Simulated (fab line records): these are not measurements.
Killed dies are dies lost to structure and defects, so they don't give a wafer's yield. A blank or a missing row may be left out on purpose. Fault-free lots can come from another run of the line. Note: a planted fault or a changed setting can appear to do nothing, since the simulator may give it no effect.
The same fault as seen by 2 desks	flow gf180mcu	only its own numbers are on each desk; what lay behind them is given at the end

== AT THE TOOL OWNER'S DESK: pvd_sputter-03 ==
The tool's own readings at GF_M4_SPUTTER_02 (material AlCu, target thk 450 nm, time 23.9 s): means of the sampled wafers that have a number, for each lot that ran on this tool. If a lot's mean is further than 4 standard deviations from the usual mean, the lot is out of limits and carries the mark OUT (the distance appears in the brackets).
Columns: A = throttle_valve_pct at GF_M4_SPUTTER_02, usual 30.1 %
lot	first seen here	A
L742	day 23 16:52	31.2
L744	day 24 08:13	30.5
L745	day 24 14:08	30.7
L749	day 26 00:00	30.1
L751	day 26 15:20	30.3
L756	day 28 17:11	31.0
L759	day 29 05:48	31.4
Result from this desk: across the 7 lots, nothing is out of limits.

== AT THE METROLOGY DESK ==
What the gauges read for every lot (on any tool): the sampled wafers with a number, averaged. If a lot's mean is further than 4 standard deviations from the usual mean, the lot is out of limits and carries the mark OUT (the distance appears in the brackets).
Columns: A = M4_ALCU_RS at GF_M4_RS_MEAS_05, usual 0.0690 ohm/sq; B = M4_ALCU_THK at GF_M4_THK_MEAS_06, usual 447 nm
lot	first seen here	A	B
L742	day 23 16:57	0.0691	447
L744	day 24 08:20	0.0691	446
L745	day 24 14:13	0.0687	448
L749	day 26 00:08	0.0690	447
L750	day 26 08:59	0.0680	453
L751	day 26 15:26	0.0694	445
L756	day 28 17:19	0.0753 (+8.0) OUT	408 (-7.7) OUT
L759	day 29 05:53	0.0743 (+6.7) OUT	415 (-6.3) OUT
L761	day 29 16:45	0.0690	452
L760	day 29 18:34	0.0688	451
L762	day 29 23:54	0.0695	444
Per this desk, out of limits: L756, L759; the first was L756, day 28 17:19 (M4_ALCU_RS at GF_M4_RS_MEAS_05). In limits: L742, L744, L745, L749, L750, L751, L761, L760, L762.

== PUT TOGETHER ==
Metrology desk: alarm possible at day 28 17:19 on L756, L759.
Nothing out of limits was seen by the tool owner's desk.
Tool owner's desk: L756, L759 on record, inside its limits.
Every lot named ran GF_M4_SPUTTER_02 on pvd_sputter-03.

== WHAT THE SIMULATOR HAD PUT IN ==
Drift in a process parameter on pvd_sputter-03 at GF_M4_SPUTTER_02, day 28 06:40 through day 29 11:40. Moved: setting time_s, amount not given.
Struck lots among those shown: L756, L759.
Delay in hours, fault start to first out-of-limits reading, per desk: metrology desk 11.
